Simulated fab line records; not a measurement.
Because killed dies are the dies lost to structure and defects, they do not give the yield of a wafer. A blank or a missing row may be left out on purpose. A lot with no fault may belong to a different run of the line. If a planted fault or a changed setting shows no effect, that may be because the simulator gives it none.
Matching of chambers / flow sfq_line / 4 sister chambers for SFQ_TRILAYER_I7_CMP_CMP_184 on cmp-02
The step polishes SiO2. 8 wafers are shown with their chamber, then 7 later ones without.

WAFERS PAIRED WITH THEIR CHAMBERS
wafer=L890.6; chamber=3; motor_current_A (A)=11.3; time_to_endpoint_s (s)=210
wafer=L893.2; chamber=0; motor_current_A (A)=10.0; time_to_endpoint_s (s)=225
wafer=L893.1; chamber=3; motor_current_A (A)=11.4; time_to_endpoint_s (s)=212
wafer=L893.4; chamber=2; motor_current_A (A)=8.2; time_to_endpoint_s (s)=220
wafer=L895.2; chamber=1; motor_current_A (A)=10.2; time_to_endpoint_s (s)=208
wafer=L895.5; chamber=1; motor_current_A (A)=10.0; time_to_endpoint_s (s)=216
wafer=L895.6; chamber=0; motor_current_A (A)=10.3; time_to_endpoint_s (s)=219
wafer=L901.3; chamber=2; motor_current_A (A)=7.8; time_to_endpoint_s (s)=230

WAFERS WITH NO CHAMBER GIVEN
wafer=L901.5; motor_current_A (A)=8.1; time_to_endpoint_s (s)=204
wafer=L902.1; motor_current_A (A)=10.8; time_to_endpoint_s (s)=227
wafer=L902.2; motor_current_A (A)=10.5; time_to_endpoint_s (s)=231
wafer=L902.5; motor_current_A (A)=7.8; time_to_endpoint_s (s)=198
wafer=L910.2; motor_current_A (A)=7.8; time_to_endpoint_s (s)=210
wafer=L910.3; motor_current_A (A)=10.9; time_to_endpoint_s (s)=219
wafer=L910.5; motor_current_A (A)=8.2; time_to_endpoint_s (s)=221

EACH ONE'S CHAMBER
wafer=L901.5; from the rows above=2; in truth=2
wafer=L902.1; from the rows above=can't be placed: 0 or 3 or 1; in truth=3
wafer=L902.2; from the rows above=can't be placed: 0 or 1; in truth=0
wafer=L902.5; from the rows above=2; in truth=2
wafer=L910.2; from the rows above=2; in truth=2
wafer=L910.3; from the rows above=can't be placed: 3 or 0 or 1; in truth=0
wafer=L910.5; from the rows above=2; in truth=2
4 of 7 placed correctly. Can't be placed from these rows: 3 (the true chamber is among the candidates in 3). Number placed wrongly: 0.
How it was worked out, from the rows above alone: a wafer's distance from a chamber is the root of the sum, over the readings, of the square of ((its reading less the chamber's mean) divided by the reading's scatter). The wafer belongs to the nearest chamber; if the next one is less than 2 further off, it can't be placed. For every chamber, the mean is computed from those of its wafers that are shown. The scatter is the square root of a quotient: the sum, over the shown wafers, of each reading's squared deviation from its chamber's mean, divided by wafers minus chambers.
